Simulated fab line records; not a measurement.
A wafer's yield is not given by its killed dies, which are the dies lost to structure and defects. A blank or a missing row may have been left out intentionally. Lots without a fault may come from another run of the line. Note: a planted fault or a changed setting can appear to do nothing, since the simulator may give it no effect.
fab line records ; flow sky130 ; part 1 of 2: steps 1 to 24 of 31
[record] lots = 5; wafers = 15; last_day = 49
route steps=708 shown LOCAL_INTERCONNECT@395 CONTACT@406
lots that met no fault: from a run of the same line without faults
start_h: the number of hours between the record's first day and the start of the first shown wafer of the lot ; wait_h: hours since the lot's step before ; " repeats the value in the row above ; L1.1+2: a row that stands for several wafers ; - no value present, or no start provided ; * or withheld: withheld ; < > ~ a bound
route shown NAME@n: a module of which the file shows steps, and the number in the route of the first ; usual: mean and standard deviation over wafers with no fault ; same: alike in all rows ; chamber/n: place in a boat ; sites: each site's reading ; _std_site: standard deviation across them ; _edge_site: inner sites' mean taken away from outer sites' mean ; radius_mm: for every site, how far away it sits from the centre of the wafer ; mask NAME#n: copy n ; behind: the last tool/chamber to shape the wafer ; hold: cause of the lot's hold/its duration in hours/its outcome ; device: the n, p or np transistor that did not switch ; end of line: at the end of the route, the tests of the same wafers ; for a step that has no rows: nothing shown but its recipe ; killed: at the first sort, the dies lost to defects and structure; wafer yield is something else ; map: the dies of a wafer, with x for killed, . for not killed, _ for no die there
set.NAME: the setting as run; set.NAME@STEP: as run at that earlier step ; model.NAME: the simulator's own value behind a step, which no gauge read
certain route steps with their lots: each step a table, each wafer a row
services: from which hour (start_h, from the record's first day; less than 0 if before it) a tool's chamber was out of use, for how many hours, and why
[[steps]]
[step SKY_LOCAL_INTERCONNECT_EXPOSE_08]
[recipe] mask_id = LI1M; na = 0.8; source_shape = annular; sigma_inner = 0.55; sigma_outer = 0.85; target_cd_nm = 170; dose_mj = 28
[usual] stage_vel_mm_s = 499.98/0.24
lot.wafer;tool;chamber;start_h;wait_h;mask;stage_vel_mm_s
L082.2;krf_scanner-02;0;-;-;LI1M#0;499.97
L082.3;krf_scanner-02;0;-;-;LI1M#0;499.67
L082.5;krf_scanner-02;0;-;-;LI1M#0;499.78
L083.2;krf_scanner-01;0;-;-;LI1M#0;499.83
L083.4;krf_scanner-01;0;-;-;LI1M#0;500.03
L083.6;krf_scanner-01;0;-;-;LI1M#0;499.84
L086.1;krf_scanner-01;0;-;-;LI1M#0;499.92
L086.4;krf_scanner-01;0;-;-;LI1M#0;500.28
L086.5;krf_scanner-01;0;-;-;LI1M#0;499.95
L091.3;krf_scanner-02;0;-;-;LI1M#0;499.96
L091.4;krf_scanner-02;0;-;-;LI1M#0;499.86
L091.6;krf_scanner-02;0;-;-;LI1M#0;499.95
L095.1;krf_scanner-01;0;-;-;LI1M#0;499.74
L095.3;krf_scanner-01;0;-;-;LI1M#0;500.03
L095.6;krf_scanner-01;0;-;-;LI1M#0;499.64
[step SKY_LOCAL_INTERCONNECT_PEB_09]
[recipe] peb_temp_c = withheld; peb_time_s = withheld; resist = KrF-thick
[usual] chill_plate_temp_C = *
lot.wafer;tool;chamber;start_h;wait_h;chill_plate_temp_C
L082.2;litho_track-02;0;-;-;*
L082.3;litho_track-02;0;-;-;*
L082.5;litho_track-02;0;-;-;*
L083.2;litho_track-03;0;-;-;*
L083.4;litho_track-03;0;-;-;*
L083.6;litho_track-03;0;-;-;*
L086.1;litho_track-02;0;-;-;*
L086.4;litho_track-02;0;-;-;*
L086.5;litho_track-02;0;-;-;*
L091.3;litho_track-04;0;-;-;*
L091.4;litho_track-04;0;-;-;*
L091.6;litho_track-04;0;-;-;*
L095.1;litho_track-03;0;-;-;*
L095.3;litho_track-03;0;-;-;*
L095.6;litho_track-03;0;-;-;*
[step SKY_LOCAL_INTERCONNECT_DEVELOP_10]
[recipe] develop_time_s = 60; resist = KrF-thick; dev_temp_c = 21
[usual] chill_plate_temp_C = 22.98/0.11
lot.wafer;tool;chamber;start_h;wait_h;chill_plate_temp_C
L082.2;litho_track-02;0;-;-;23.01
L082.3;litho_track-02;0;-;-;23.02
L082.5;litho_track-02;0;-;-;22.82
L083.2;litho_track-03;0;-;-;22.52
L083.4;litho_track-03;0;-;-;22.85
L083.6;litho_track-03;0;-;-;22.83
L086.1;litho_track-02;0;-;-;23.02
L086.4;litho_track-02;0;-;-;22.96
L086.5;litho_track-02;0;-;-;22.92
L091.3;litho_track-04;0;-;-;23.03
L091.4;litho_track-04;0;-;-;23.17
L091.6;litho_track-04;0;-;-;22.92
L095.1;litho_track-03;0;-;-;22.93
L095.3;litho_track-03;0;-;-;22.93
L095.6;litho_track-03;0;-;-;22.96
[step SKY_LOCAL_INTERCONNECT_CD_MEAS_11]
[recipe] target_cd_nm = 170
[usual] cd_nm = 170.3/1.6
lot.wafer;tool;chamber;start_h;wait_h;cd_nm
L082.2;cd_sem-02;-;784.92;-;168.5
L082.3;cd_sem-02;-;784.92;-;168.4
L082.5;cd_sem-02;-;784.92;-;169.9
L083.2;cd_sem-02;-;800.58;-;169.0
L083.4;cd_sem-02;-;800.58;-;168.5
L083.6;cd_sem-02;-;800.58;-;169.6
L086.1;cd_sem-01;-;807.40;-;171.0
L086.4;cd_sem-01;-;807.40;-;169.9
L086.5;cd_sem-01;-;807.40;-;169.7
L091.3;cd_sem-02;-;834.75;-;173.9
L091.4;cd_sem-02;-;834.75;-;172.8
L091.6;cd_sem-02;-;834.75;-;172.8
L095.1;cd_sem-02;-;864.71;-;170.0
L095.3;cd_sem-02;-;864.71;-;170.4
L095.6;cd_sem-02;-;864.71;-;171.5
[step SKY_LOCAL_INTERCONNECT_OVL_MEAS_12]
[usual] LOCAL_INTERCONNECT_OVL = -1/5.3
lot.wafer;tool;chamber;start_h;wait_h;LOCAL_INTERCONNECT_OVL[nm]
L082.2;overlay-01;-;785.03;0.1;-4
L082.3;overlay-01;-;785.03;0.1;-9
L082.5;overlay-01;-;785.03;0.1;1
L083.2;overlay-02;-;800.69;0.1;-10
L083.4;overlay-02;-;800.69;0.1;-2
L083.6;overlay-02;-;800.69;0.1;-3
L086.1;overlay-02;-;807.52;0.1;7
L086.4;overlay-02;-;807.52;0.1;-10
L086.5;overlay-02;-;807.52;0.1;12
L091.3;overlay-02;-;834.84;0.1;2
L091.4;overlay-02;-;834.84;0.1;12
L091.6;overlay-02;-;834.84;0.1;12
L095.1;overlay-01;-;864.83;0.1;1
L095.3;overlay-01;-;864.83;0.1;-3
L095.6;overlay-01;-;864.83;0.1;1
[step SKY_LOCAL_INTERCONNECT_ETCH_13]
[recipe] chemistry = N2/H2; target = BARC; ion_energy_ev = 200; bias_w = 100; pressure_mtorr = 30; n2_flow_sccm = 100; h2_flow_sccm = 200; icp_w = 500; stop_on = SiO2; time_s = 45.9; target_depth_a = 600
[usual] chamber_pressure_mTorr = 30.000/0.028; drypump_motor_current_A = 5.8/0.5; oes_product_au = 0.855/0.0049; throttle_valve_pct = 13.224/0.009
lot.wafer;tool;chamber;start_h;wait_h;chamber_pressure_mTorr;drypump_motor_current_A;oes_product_au;rf_hours_counter_h;throttle_valve_pct
L082.2;rie_metal-04;1;785.06;0.0;30.018;5.1;0.854;10;13.232
L082.3;rie_metal-04;0;785.06;0.0;30.043;5.9;0.852;-;13.208
L082.5;rie_metal-04;0;785.06;0.0;30.030;5.9;0.853;-;13.221
L083.2;rie_metal-03;1;800.72;0.0;30.017;5.5;0.849;15;13.212
L083.4;rie_metal-03;1;800.72;0.0;29.978;5.5;0.852;-;13.217
L083.6;rie_metal-03;1;800.72;0.0;29.988;5.5;0.845;-;13.232
L086.1;rie_metal-02;0;807.56;0.0;30.004;6.6;0.857;16;13.244
L086.4;rie_metal-02;1;807.56;0.0;30.071;6.0;0.847;-;13.236
L086.5;rie_metal-02;0;807.56;0.0;29.986;6.6;0.853;-;13.226
L091.3;rie_metal-02;1;834.89;0.0;29.933;6.0;0.846;-;13.221
L091.4;rie_metal-02;0;834.89;0.0;30.080;6.6;0.852;-;13.228
L091.6;rie_metal-02;1;834.89;0.0;29.972;6.1;0.863;-;13.223
L095.1;rie_metal-04;1;864.87;0.0;29.974;5.1;0.855;14;13.231
L095.3;rie_metal-04;1;864.87;0.0;29.985;5.1;0.859;-;13.217
L095.6;rie_metal-04;1;864.87;0.0;29.972;5.1;0.867;-;13.218
[step SKY_LOCAL_INTERCONNECT_METAL_ETCH_14]
[recipe] target_depth_nm = 110; stop_on = PSG; chemistry = Cl2/BCl3; target = TiN; resist_sidewall_deg = 88; pressure_mtorr = 10; icp_w = 900; bias_w = 48.5; Cl2_flow_sccm = 60; bcl3_flow_sccm = 30; time_s = 31.4
[usual] chamber_pressure_mTorr = 9.999/0.009; drypump_motor_current_A = 5.8/0.5; oes_product_au = 0.940/0.0071; throttle_valve_pct = 21.902/0.0088
lot.wafer;tool;chamber;start_h;wait_h;chamber_pressure_mTorr;drypump_motor_current_A;oes_product_au;rf_hours_counter_h;throttle_valve_pct
L082.2;rie_metal-04;1;785.12;0.0;9.996;5.1;0.943;10;21.905
L082.3;rie_metal-04;0;785.12;0.0;9.989;5.9;0.952;-;21.885
L082.5;rie_metal-04;0;785.12;0.0;9.988;5.9;0.945;-;21.904
L083.2;rie_metal-03;1;800.78;0.0;10.001;5.6;0.937;15;21.904
L083.4;rie_metal-03;1;800.78;0.0;9.999;5.5;0.930;-;21.909
L083.6;rie_metal-03;1;800.78;0.0;10.001;5.5;0.945;-;21.890
L086.1;rie_metal-02;0;807.62;0.0;10.014;6.5;0.946;16;21.905
L086.4;rie_metal-02;1;807.62;0.0;10.009;6.0;0.950;-;21.904
L086.5;rie_metal-02;0;807.62;0.0;10.008;6.5;0.945;-;21.900
L091.3;rie_metal-02;1;834.95;0.0;9.990;6.0;0.940;-;21.896
L091.4;rie_metal-02;0;834.95;0.0;9.998;6.5;0.933;-;21.906
L091.6;rie_metal-02;1;834.95;0.0;10.009;6.0;0.941;-;21.895
L095.1;rie_metal-04;1;864.93;0.0;9.990;5.1;0.939;14;21.898
L095.3;rie_metal-04;1;864.93;0.0;9.994;5.1;0.933;-;21.894
L095.6;rie_metal-04;1;864.93;0.0;10.012;5.1;0.931;-;21.897
[step SKY_LOCAL_INTERCONNECT_STRIP_15]
[recipe] chemistry = O2/N2; power_w = 1400; pressure_mtorr = 1500; platen_temp_c = withheld; o2_flow_sccm = 3000; n2_flow_sccm = 300; overash_fraction = 0.5
[usual] chamber_pressure_mTorr = 1499.9/1.3; drypump_motor_current_A = 5.5/0.45; oes_product_au = 0.428/0.0045; strip_time_to_endpoint_s = 4.722/0.017
lot.wafer;tool;chamber;start_h;wait_h;chamber_pressure_mTorr;drypump_motor_current_A;oes_product_au;rf_hours_counter_h;strip_time_to_endpoint_s
L082.2;plasma_asher-01;0;785.17;0.0;1502.4;5.4;0.424;4;4.730
L082.3;plasma_asher-01;0;785.17;0.0;1499.4;5.4;0.422;-;4.695
L082.5;plasma_asher-01;1;785.17;0.0;1500.4;6.0;0.429;-;4.709
L083.2;plasma_asher-01;1;800.83;0.0;1499.2;6.0;0.420;6;4.697
L083.4;plasma_asher-01;0;800.83;0.0;1500.7;5.4;0.423;-;4.695
L083.6;plasma_asher-01;1;800.83;0.0;1500.9;6.0;0.426;-;4.704
L086.1;plasma_asher-01;1;807.67;0.0;1499.5;6.0;0.425;6;4.735
L086.4;plasma_asher-01;0;807.67;0.0;1498.3;5.4;0.414;-;4.711
L086.5;plasma_asher-01;0;807.67;0.0;1499.7;5.4;0.428;-;4.720
L091.3;plasma_asher-04;1;835.01;0.1;1501.8;4.7;0.430;-;4.719
L091.4;plasma_asher-04;0;835.01;0.1;1499.6;5.2;0.434;-;4.730
L091.6;plasma_asher-04;1;835.01;0.1;1499.3;4.7;0.426;-;4.728
L095.1;plasma_asher-04;1;864.98;0.0;1498.8;4.7;0.426;75;4.734
L095.3;plasma_asher-04;0;864.98;0.0;1500.9;5.2;0.434;-;4.732
L095.6;plasma_asher-04;1;864.98;0.0;1500.0;4.7;0.428;-;4.764
[step SKY_LOCAL_INTERCONNECT_STRIP_16]
[recipe] chemistry = post_etch_residue_remover; time_s = 1200; temp_c = 72.5
lot.wafer;tool;chamber;start_h;wait_h
L082.2+3+5;wet_bench-03;2;785.27;0.1
L083.2+4+6;wet_bench-03;3;800.93;0.1
L086.1+4+5;wet_bench-03;1;807.77;0.1
L091.3+4+6;wet_bench-03;1;835.08;0.0
L095.1+3+6;wet_bench-02;2;865.08;0.1
[step SKY_LOCAL_INTERCONNECT_CLEAN_17]
[recipe] chemistry = IPA; time_s = 180; temp_c = 25
lot.wafer;tool;chamber;start_h;wait_h
L082.2+3+5;wet_bench-02;3;785.65;0.0
L083.2+4+6;wet_bench-02;0;801.31;0.0
L086.1+4+5;wet_bench-02;3;808.12;0.0
L091.3+4+6;wet_bench-02;0;835.42;0.0
L095.1+3+6;wet_bench-04;2;865.46;0.0
[step SKY_LOCAL_INTERCONNECT_CLEAN_18]
[recipe] chemistry = O3/DIW; dry = n2_spin
lot.wafer;tool;chamber;start_h;wait_h
L082.2+3+5;wet_bench-02;0;785.71;0.0
L083.2+4+6;wet_bench-03;3;801.36;0.0
L086.1+4+5;wet_bench-03;0;808.17;0.0
L091.3+4+6;wet_bench-03;0;835.48;0.0
L095.1+3+6;wet_bench-04;2;865.51;0.0
[step SKY_CONTACT_CVD_00]
[recipe] material = Si3N4; target_thk_nm = 75; temp_c = 400; time_s = withheld; rf_w = 450
[usual] heater_power_w = 709/95
lot.wafer;tool;chamber;start_h;wait_h;heater_power_w
L082.2;pecvd-02;0;785.81;0.0;715
L082.3;pecvd-02;0;785.81;0.0;711
L082.5;pecvd-02;0;785.81;0.0;720
L083.2;pecvd-02;0;801.46;0.0;692
L083.4;pecvd-02;1;801.46;0.0;647
L083.6;pecvd-02;2;801.46;0.0;601
L086.1;pecvd-04;2;808.27;0.0;679
L086.4;pecvd-04;1;808.27;0.0;664
L086.5;pecvd-04;2;808.27;0.0;678
L091.3;pecvd-02;0;835.57;0.0;751
L091.4;pecvd-02;2;835.57;0.0;606
L091.6;pecvd-02;1;835.57;0.0;619
L095.1;pecvd-02;2;865.61;0.0;601
L095.3;pecvd-02;1;865.61;0.0;619
L095.6;pecvd-02;1;865.61;0.0;622
[step SKY_CONTACT_THK_MEAS_01]
[recipe] reads = Si3N4_of_CONTACT_CVD_00
[usual] CONTACT_CVD_00_THK = 75.4/0.99
lot.wafer;tool;chamber;start_h;wait_h;CONTACT_CVD_00_THK[nm]
L082.2;film_metro-04;-;785.91;-;76.6
L082.3;film_metro-04;-;785.91;-;76.2
L082.5;film_metro-04;-;785.91;-;76.8
L083.2;film_metro-03;-;801.51;-;74.3
L083.4;film_metro-03;-;801.51;-;74.8
L083.6;film_metro-03;-;801.51;-;75.2
L086.1;film_metro-03;-;808.30;-;75.3
L086.4;film_metro-03;-;808.30;-;76.0
L086.5;film_metro-03;-;808.30;-;76.3
L091.3;film_metro-04;-;835.63;-;74.5
L091.4;film_metro-04;-;835.63;-;75.6
L091.6;film_metro-04;-;835.63;-;75.0
L095.1;film_metro-04;-;865.66;-;73.7
L095.3;film_metro-04;-;865.66;-;75.6
L095.6;film_metro-04;-;865.66;-;75.1
[step SKY_CONTACT_HDPCVD_02]
[recipe] material = SiO2; target_thk_nm = 565; sigma_open_frac = 0.3; time_s = 94.2; temp_c = 600; sih4_flow_sccm = 60; pressure_mtorr = 6
[usual] pressure_mtorr = 6.001/0.011
lot.wafer;tool;chamber;start_h;wait_h;pressure_mtorr
L082.2;hdpcvd-02;0;785.96;0.0;6.011
L082.3;hdpcvd-02;2;785.96;0.0;5.993
L082.5;hdpcvd-02;0;785.96;0.0;6.006
L083.2;hdpcvd-01;1;801.56;0.0;5.990
L083.4;hdpcvd-01;0;801.56;0.0;6.012
L083.6;hdpcvd-01;1;801.56;0.0;5.999
L086.1;hdpcvd-02;2;808.36;0.1;6.011
L086.4;hdpcvd-02;1;808.36;0.1;5.994
L086.5;hdpcvd-02;2;808.36;0.1;6.019
L091.3;hdpcvd-02;0;835.67;0.0;6.003
L091.4;hdpcvd-02;1;835.67;0.0;6.003
L091.6;hdpcvd-02;0;835.67;0.0;6.003
L095.1;hdpcvd-01;2;865.72;0.1;5.998
L095.3;hdpcvd-01;1;865.72;0.1;6.006
L095.6;hdpcvd-01;1;865.72;0.1;6.013
[step SKY_CONTACT_THK_MEAS_03]
[recipe] reads = SiO2_of_CONTACT_HDPCVD_02
[usual] CONTACT_HDPCVD_THK = 567/5.5
lot.wafer;tool;chamber;start_h;wait_h;CONTACT_HDPCVD_THK[nm]
L082.2;film_metro-03;-;786.04;0.0;567
L082.3;film_metro-03;-;786.04;0.0;562
L082.5;film_metro-03;-;786.04;0.0;564
L083.2;film_metro-01;-;801.64;0.0;571
L083.4;film_metro-01;-;801.64;0.0;576
L083.6;film_metro-01;-;801.64;0.0;575
L086.1;film_metro-01;-;808.43;0.0;568
L086.4;film_metro-01;-;808.43;0.0;555
L086.5;film_metro-01;-;808.43;0.0;565
L091.3;film_metro-01;-;835.76;0.1;568
L091.4;film_metro-01;-;835.76;0.1;562
L091.6;film_metro-01;-;835.76;0.1;568
L095.1;film_metro-03;-;865.78;0.0;567
L095.3;film_metro-03;-;865.78;0.0;574
L095.6;film_metro-03;-;865.78;0.0;570
[step SKY_CONTACT_CMP_04]
[recipe] material = SiO2; down_force_psi = 4; platen_rpm = 60; pad_velocity_m_s = 0.94248
[usual] head_pressure_psi = 4.000/0.0091; motor_current_A = 12.3/1.8; platen_rpm = 60.01/0.044; time_to_endpoint_s = 83/3.8
lot.wafer;tool;chamber;start_h;wait_h;head_pressure_psi;motor_current_A;platen_rpm;time_to_endpoint_s
L082.2;cmp-02;1;786.09;0.0;3.990;14.0;59.98;84
L082.3;cmp-02;2;786.09;0.0;4.002;11.1;60.03;78
L082.5;cmp-02;2;786.09;0.0;4.010;10.8;59.96;78
L083.4;cmp-02;0;801.69;0.0;4.004;15.3;59.94;90
L083.2;cmp-02;2;801.69;0.0;4.010;11.6;59.97;84
L083.6;cmp-02;1;801.69;0.0;3.998;14.4;59.99;85
L086.1;cmp-01;3;808.49;0.1;4.002;11.8;60.09;85
L086.4;cmp-01;1;808.49;0.1;4.003;10.2;60.06;79
L086.5;cmp-01;3;808.49;0.1;4.012;12.0;60.03;83
L091.3;cmp-02;1;835.80;0.0;4.003;15.3;60.03;85
L091.4;cmp-02;3;835.80;0.0;4.000;11.0;60.00;79
L091.6;cmp-02;1;835.80;0.0;4.017;15.1;60.00;84
L095.1;cmp-02;0;865.84;0.1;4.007;15.0;60.04;78
L095.3;cmp-02;1;865.84;0.1;4.002;14.4;60.00;83
L095.6;cmp-02;0;865.84;0.1;4.003;15.6;60.05;83
[step SKY_CONTACT_BOW_MEAS_05]
[recipe] mode = bow
[usual] CONTACT_BOW = 82/7.3
lot.wafer;tool;chamber;start_h;wait_h;CONTACT_BOW[um]
L082.2;film_metro-03;-;786.41;0.3;79
L082.3;film_metro-03;-;786.41;0.3;79
L082.5;film_metro-03;-;786.41;0.3;80
L083.2;film_metro-01;-;802.01;0.2;69
L083.4;film_metro-01;-;802.01;0.2;94
L083.6;film_metro-01;-;802.01;0.2;84
L086.1;film_metro-04;-;808.79;0.2;79
L086.4;film_metro-04;-;808.79;0.2;85
L086.5;film_metro-04;-;808.79;0.2;78
L091.3;film_metro-04;-;836.14;0.3;81
L091.4;film_metro-04;-;836.14;0.3;88
L091.6;film_metro-04;-;836.14;0.3;93
L095.1;film_metro-04;-;866.14;0.2;87
L095.3;film_metro-04;-;866.14;0.2;84
L095.6;film_metro-04;-;866.14;0.2;82
[step SKY_CONTACT_DEHYDRATE_06]
[recipe] temp_c = 200; time_s = 60
[usual] chill_plate_temp_C = 23.01/0.11
lot.wafer;tool;chamber;start_h;wait_h;chill_plate_temp_C
L082.2;litho_track-04;0;799.24;12.8;23.04
L082.3;litho_track-04;0;799.24;12.8;23.05
L082.5;litho_track-04;0;799.24;12.8;23.13
L083.2;litho_track-03;0;814.64;12.6;23.07
L083.4;litho_track-03;0;814.64;12.6;22.91
L083.6;litho_track-03;0;814.64;12.6;23.16
L086.1;litho_track-01;0;822.01;13.2;22.80
L086.4;litho_track-01;0;822.01;13.2;22.87
L086.5;litho_track-01;0;822.01;13.2;22.85
L091.3;litho_track-01;0;849.31;13.2;23.08
L091.4;litho_track-01;0;849.31;13.2;23.00
L091.6;litho_track-01;0;849.31;13.2;23.00
L095.1;litho_track-04;0;878.56;12.4;22.96
L095.3;litho_track-04;0;878.56;12.4;22.92
L095.6;litho_track-04;0;878.56;12.4;23.07
[step SKY_CONTACT_HMDS_07]
[recipe] prime_time_s = 60; prime_temp_c = 120
[usual] chill_plate_temp_C = 22.99/0.11
lot.wafer;tool;chamber;start_h;wait_h;chill_plate_temp_C
L082.2;litho_track-04;0;799.39;0.1;22.97
L082.3;litho_track-04;0;799.39;0.1;23.04
L082.5;litho_track-04;0;799.39;0.1;23.02
L083.2;litho_track-03;0;814.79;0.1;22.94
L083.4;litho_track-03;0;814.79;0.1;22.90
L083.6;litho_track-03;0;814.79;0.1;22.86
L086.1;litho_track-01;0;822.16;0.1;22.78
L086.4;litho_track-01;0;822.16;0.1;22.89
L086.5;litho_track-01;0;822.16;0.1;22.83
L091.3;litho_track-01;0;849.46;0.1;23.11
L091.4;litho_track-01;0;849.46;0.1;23.10
L091.6;litho_track-01;0;849.46;0.1;23.01
L095.1;litho_track-04;0;878.71;0.1;23.04
L095.3;litho_track-04;0;878.71;0.1;23.02
L095.6;litho_track-04;0;878.71;0.1;23.14
[step SKY_CONTACT_COAT_08]
[recipe] resist = BARC; temp_c = withheld; time_s = withheld; spin_rpm = 3000; resist_thk_nm = 60
[usual] chill_plate_temp_C = *; dispense_pressure_kPa = 50.2/2.3
lot.wafer;tool;chamber;start_h;wait_h;chill_plate_temp_C;dispense_pressure_kPa
L082.2;litho_track-04;0;799.54;0.1;*;53.2
L082.3;litho_track-04;0;799.54;0.1;*;53.2
L082.5;litho_track-04;0;799.54;0.1;*;53.2
L083.2;litho_track-03;0;814.94;0.1;*;47.4
L083.4;litho_track-03;0;814.94;0.1;*;47.3
L083.6;litho_track-03;0;814.94;0.1;*;47.4
L086.1;litho_track-01;0;822.31;0.1;*;50.9
L086.4;litho_track-01;0;822.31;0.1;*;50.9
L086.5;litho_track-01;0;822.31;0.1;*;50.9
L091.3;litho_track-01;0;849.61;0.1;*;50.9
L091.4;litho_track-01;0;849.61;0.1;*;50.9
L091.6;litho_track-01;0;849.61;0.1;*;50.9
L095.1;litho_track-04;0;878.86;0.1;*;53.2
L095.3;litho_track-04;0;878.86;0.1;*;53.2
L095.6;litho_track-04;0;878.86;0.1;*;53.2
[step SKY_CONTACT_COAT_09]
[recipe] resist = KrF-thick; spin_rpm = 3000; resist_thk_nm = 450
[usual] chill_plate_temp_C = 22.99/0.098; dispense_pressure_kPa = 50.2/2.4
lot.wafer;tool;chamber;start_h;wait_h;chill_plate_temp_C;dispense_pressure_kPa
L082.2;litho_track-04;0;-;-;23.19;53.3
L082.3;litho_track-04;0;-;-;23.00;53.3
L082.5;litho_track-04;0;-;-;23.08;53.3
L083.2;litho_track-03;0;-;-;22.94;47.4
L083.4;litho_track-03;0;-;-;22.97;47.4
L083.6;litho_track-03;0;-;-;23.13;47.3
L086.1;litho_track-01;0;-;-;22.85;51.0
L086.4;litho_track-01;0;-;-;22.99;51.0
L086.5;litho_track-01;0;-;-;23.00;51.0
L091.3;litho_track-01;0;-;-;22.87;51.0
L091.4;litho_track-01;0;-;-;23.04;51.0
L091.6;litho_track-01;0;-;-;23.03;51.0
L095.1;litho_track-04;0;-;-;23.00;53.2
L095.3;litho_track-04;0;-;-;23.07;53.2
L095.6;litho_track-04;0;-;-;22.91;53.2
[step SKY_CONTACT_SOFTBAKE_10]
[recipe] temp_c = 100; time_s = 90; resist = KrF-thick
[usual] chill_plate_temp_C = 23.02/0.11
lot.wafer;tool;chamber;start_h;wait_h;chill_plate_temp_C
L082.2;litho_track-04;0;-;-;22.89
L082.3;litho_track-04;0;-;-;23.00
L082.5;litho_track-04;0;-;-;22.82
L083.2;litho_track-03;0;-;-;23.05
L083.4;litho_track-03;0;-;-;23.12
L083.6;litho_track-03;0;-;-;22.95
L086.1;litho_track-01;0;-;-;22.98
L086.4;litho_track-01;0;-;-;23.01
L086.5;litho_track-01;0;-;-;22.86
L091.3;litho_track-01;0;-;-;22.99
L091.4;litho_track-01;0;-;-;23.18
L091.6;litho_track-01;0;-;-;23.26
L095.1;litho_track-04;0;-;-;23.08
L095.3;litho_track-04;0;-;-;23.09
L095.6;litho_track-04;0;-;-;23.13
[step SKY_CONTACT_EXPOSE_11]
[recipe] mask_id = CTM1; na = 0.8; source_shape = annular; sigma_inner = 0.55; sigma_outer = 0.85; target_cd_nm = 170; dose_mj = 38
[usual] stage_vel_mm_s = 499.98/0.25
lot.wafer;tool;chamber;start_h;wait_h;mask;stage_vel_mm_s
L082.2;krf_scanner-02;0;-;-;CTM1#0;499.81
L082.3;krf_scanner-02;0;-;-;CTM1#0;499.84
L082.5;krf_scanner-02;0;-;-;CTM1#0;499.99
L083.2;krf_scanner-01;0;-;-;CTM1#0;499.99
L083.4;krf_scanner-01;0;-;-;CTM1#0;500.33
L083.6;krf_scanner-01;0;-;-;CTM1#0;500.19
L086.1;krf_scanner-02;0;-;-;CTM1#0;500.01
L086.4;krf_scanner-02;0;-;-;CTM1#0;499.92
L086.5;krf_scanner-02;0;-;-;CTM1#0;500.37
L091.3;krf_scanner-02;0;-;-;CTM1#0;499.93
L091.4;krf_scanner-02;0;-;-;CTM1#0;499.80
L091.6;krf_scanner-02;0;-;-;CTM1#0;499.92
L095.1;krf_scanner-01;0;-;-;CTM1#0;499.78
L095.3;krf_scanner-01;0;-;-;CTM1#0;499.57
L095.6;krf_scanner-01;0;-;-;CTM1#0;499.56
[step SKY_CONTACT_PEB_12]
[recipe] peb_temp_c = withheld; peb_time_s = withheld; resist = KrF-thick
[usual] chill_plate_temp_C = *
lot.wafer;tool;chamber;start_h;wait_h;chill_plate_temp_C
L082.2;litho_track-03;0;-;-;*
L082.3;litho_track-03;0;-;-;*
L082.5;litho_track-03;0;-;-;*
L083.2;litho_track-04;0;-;-;*
L083.4;litho_track-04;0;-;-;*
L083.6;litho_track-04;0;-;-;*
L086.1;litho_track-03;0;-;-;*
L086.4;litho_track-03;0;-;-;*
L086.5;litho_track-03;0;-;-;*
L091.3;litho_track-01;0;-;-;*
L091.4;litho_track-01;0;-;-;*
L091.6;litho_track-01;0;-;-;*
L095.1;litho_track-03;0;-;-;*
L095.3;litho_track-03;0;-;-;*
L095.6;litho_track-03;0;-;-;*
